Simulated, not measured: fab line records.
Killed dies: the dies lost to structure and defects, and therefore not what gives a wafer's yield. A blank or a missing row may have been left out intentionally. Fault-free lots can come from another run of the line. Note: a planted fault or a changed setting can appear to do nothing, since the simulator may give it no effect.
Which tool is to blame?	flow gf180mcu	42 wafers from 14 lots sampled at 5 of the route's 602 steps

== WHAT EACH GAUGE READ, for each wafer ==
GF_VT_IMPLANT_TW_MEAS_21. Usual: VT_IMPLANT_2_TW gives 1215 (standard deviation 5.9).
lot	measured	on	VT_IMPLANT_2_TW	flag
L436	day 6 08:11	film metro-02	1214 1216 1218	
L437	day 6 12:58	film metro-01	1224 1224 1224	
L438	day 6 16:53	film metro-02	1212 1215 1213	
L439	day 7 01:49	film metro-03	1213 1214 1212	
L440	day 7 06:20	film metro-03	1212 1217 1214	
L441	day 7 19:16	film metro-03	1211 1211 1207	
L443	day 8 04:55	film metro-01	1223 1222 1221	
L444	day 8 10:38	film metro-03	1223 1225 1231	
L445	day 8 19:37	film metro-02	1214 1212 1211	
L446	day 8 23:59	film metro-02	1218 1217 1209	
L447	day 9 07:49	film metro-01	1215 1218 1216	
L448	day 9 14:51	film metro-01	1215 1218 1218	
L451	day 10 07:13	film metro-01	1224 1216 1212	
L458	day 12 04:49	film metro-02	1211 1217 1218	

GF_POLY_GATE_THK_MEAS_01. Usual: POLY_GATE_CVD_00_THK gives 199.7 nm (standard deviation 1.9).
lot	measured	on	POLY_GATE_CVD_00_THK (nm)	flag
L436	day 8 13:17	film metro-02	204.2 205.1 204.0	
L437	day 8 19:53	film metro-02	201.7 202.1 201.9	
L438	day 8 23:46	film metro-02	201.2 201.4 202.3	
L439	day 9 08:54	film metro-04	198.6 197.8 198.4	
L440	day 9 14:20	film metro-04	198.6 197.4 197.1	
L441	day 10 04:59	film metro-04	201.3 200.3 199.9	
L443	day 10 15:34	film metro-04	195.9 196.2 195.9	
L444	day 10 19:23	film metro-02	198.2 199.8 200.0	
L445	day 11 07:35	film metro-03	201.2 202.7 200.7	
L446	day 11 12:39	film metro-02	200.4 201.0 201.1	
L447	day 11 21:56	film metro-02	201.8 201.4 200.1	
L448	day 12 03:33	film metro-03	218.5 218.9 219.6	OFF
L451	day 12 23:41	film metro-02	220.1 219.2 221.0	OFF
L458	day 15 00:10	film metro-03	198.7 196.0 198.0	

GF_NSD_OVL_MEAS_08. Usual: NSD_OVL gives -1.3 nm (standard deviation 1.3).
lot	measured	on	NSD_OVL (nm)	flag
L436	day 13 09:26	overlay-02	-2.1 -1.5 -3.3	
L437	day 13 18:23	overlay-01	0.2 -3.2 1.5	
L438	day 13 23:40	overlay-01	-2.1 -3.2 -2.6	
L439	day 14 11:25	overlay-01	-0.4 -2.1 0.0	
L440	day 14 18:14	overlay-01	-0.3 -1.4 -2.5	
L441	day 15 11:10	overlay-02	1.5 0.3 0.1	
L443	day 16 00:23	overlay-02	-3.0 -4.1 -3.3	
L444	day 16 03:20	overlay-02	-2.2 0.8 -0.7	
L445	day 16 16:29	overlay-02	-0.2 -0.6 -1.7	
L446	day 17 01:27	overlay-02	1.6 0.6 1.5	
L447	day 17 10:55	overlay-01	-0.8 -0.2 0.5	
L448	day 17 18:53	overlay-02	-2.8 -4.1 -2.8	
L451	day 18 17:16	overlay-02	-0.8 -2.3 -1.6	
L458	day 21 01:16	overlay-02	-1.7 -0.7 -2.3	

== EACH LOT AND THE TOOL THAT RAN IT (in order: tool; ch and the chambers of the sampled wafers; start) ==
lot	GF_VT_IMPLANT_RTA_45	GF_POLY_GATE_CVD_00
L436	rtp anneal-02 ch 0, day 7 15:18	lpcvd-02 ch 1, day 8 11:57
L437	rtp anneal-02 ch 0, day 7 21:38	lpcvd-02 ch 0, day 8 18:33
L438	rtp anneal-02 ch 0, day 8 00:53	lpcvd-02 ch 0, day 8 22:26
L439	rtp anneal-02 ch 0, day 8 10:46	lpcvd-01 ch 1, day 9 07:34
L440	rtp anneal-02 ch 0, day 8 15:26	lpcvd-01 ch 0, day 9 13:00
L441	rtp anneal-02 ch 0, day 9 05:04	lpcvd-02 ch 1, day 10 03:40
L443	rtp anneal-01 ch 0, day 9 15:52	lpcvd-01 ch 0, day 10 14:14
L444	rtp anneal-02 ch 0, day 9 20:20	lpcvd-01 ch 1, day 10 18:01
L445	rtp anneal-01 ch 0, day 10 07:09	lpcvd-02 ch 1, day 11 06:14
L446	rtp anneal-01 ch 0, day 10 11:31	lpcvd-02 ch 1, day 11 11:17
L447	rtp anneal-02 ch 0, day 10 19:20	lpcvd-02 ch 0, day 11 20:36
L448	rtp anneal-01 ch 0, day 11 03:46	lpcvd-02 ch 0, day 12 02:12
L451	rtp anneal-02 ch 0, day 11 20:13	lpcvd-02 ch 1, day 12 22:21
L458	rtp anneal-01 ch 0, day 13 21:52	lpcvd-01 ch 0, day 14 22:50
- GF_VT_IMPLANT_RTA_45: time 30 s.
- GF_POLY_GATE_CVD_00: deposits poly-Si, target thk 200 nm, time 1200 s.

== WHAT THE TOOLS THEMSELVES READ (means of the sampled wafers that have a number; where no wafer has one, the mark that the record gives instead) ==
GF_VT_IMPLANT_RTA_45. Usual: chamber o2 ppm 1.999, standard deviation 0.025; lamp power pct 38.01 %, standard deviation 0.057; wafer_temp_C_max 1054.8, standard deviation 2.
lot	tool	chamber o2 ppm	lamp power pct (%)	wafer_temp_C_max	flag
L436	rtp anneal-02	2.026	38.04	1052.1	
L437	rtp anneal-02	1.989	38.07	1053.0	
L438	rtp anneal-02	1.983	38.05	1052.9	
L439	rtp anneal-02	2.010	38.07	1053.1	
L440	rtp anneal-02	2.009	38.09	1053.0	
L441	rtp anneal-02	1.948	38.07	1053.3	
L443	rtp anneal-01	2.006	37.99	1055.4	
L444	rtp anneal-02	2.016	38.05	1052.9	
L445	rtp anneal-01	2.037	37.96	1055.3	
L446	rtp anneal-01	1.988	37.99	1057.1	
L447	rtp anneal-02	1.988	38.06	1053.7	
L448	rtp anneal-01	2.016	37.95	1055.9	
L451	rtp anneal-02	2.004	38.03	1053.0	
L458	rtp anneal-01	2.021	38.00	1055.8	

GF_POLY_GATE_CVD_00. Usual: pressure mtorr 200.1 mTorr, standard deviation 0.37; spike tc top C 641 C, standard deviation 4; zone power bottom pct 13.4 %, standard deviation 0.41.
lot	tool	pressure mtorr (mTorr)	spike tc top C (C)	zone power bottom pct (%)	flag
L436	lpcvd-02	200.1	644	13.1	
L437	lpcvd-02	200.6	639	12.9	
L438	lpcvd-02	200.5	638	12.9	
L439	lpcvd-01	200.2	634	14.0	
L440	lpcvd-01	200.3	644	13.7	
L441	lpcvd-02	200.2	644	13.3	
L443	lpcvd-01	199.8	643	13.7	
L444	lpcvd-01	200.5	634	14.0	
L445	lpcvd-02	200.4	644	13.1	
L446	lpcvd-02	200.0	644	13.1	
L447	lpcvd-02	200.1	639	12.8	
L448	lpcvd-02	240.2	638	12.9	OFF
L451	lpcvd-02	239.6	644	13.1	OFF
L458	lpcvd-01	199.2	644	13.7	

== THE ANSWER, worked out from the rows above alone ==
Rule: a lot counts as off when the mean over its wafers that have a number is more than 3 standard deviations away from the usual mean. Also off: a lot with no number at a reading for which 4 or more lots have one. The other lots that the step has rows for count as sound. The gauges are gone through in route order, then the tools' own readings, and for those a lot's mean is taken as printed above. The first step at which some lot is off is used, and at that step the reading that is off furthest; a lot without a number counts as furthest.
Off: L448, L451, at GF_POLY_GATE_THK_MEAS_01 (POLY_GATE_CVD_00_THK).
A tool fits if, at a process step before that reading, it ran every lot that is off, and no sound lot after the first of them. Not tried: the gauges at GF_POLY_GATE_THK_MEAS_01; whatever is off there is also off at GF_POLY_GATE_CVD_00, on other tools, and gauge error can't account for it. One fits: GF_POLY_GATE_CVD_00 on lpcvd-02. A fault onset in the window from L447 (day 11 20:36, its last sound lot) to L448 (day 12 02:12, its first lot off) fits.
The tool's own readings at GF_POLY_GATE_CVD_00 bear it out: on the lots that are off they differ by more than 5 times the standard deviation of the sound lots' means. pressure mtorr reads 239.9 mTorr there against 200.2 mTorr on the sound lots.

== WHAT THE SIMULATOR HAD PUT IN ==
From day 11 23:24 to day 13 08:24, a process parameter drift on lpcvd-02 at GF_POLY_GATE_CVD_00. From 200, the setting pressure mtorr moved by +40. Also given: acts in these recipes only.
Shown lots that were struck: L448, L451. The rule given above showed the same thing.
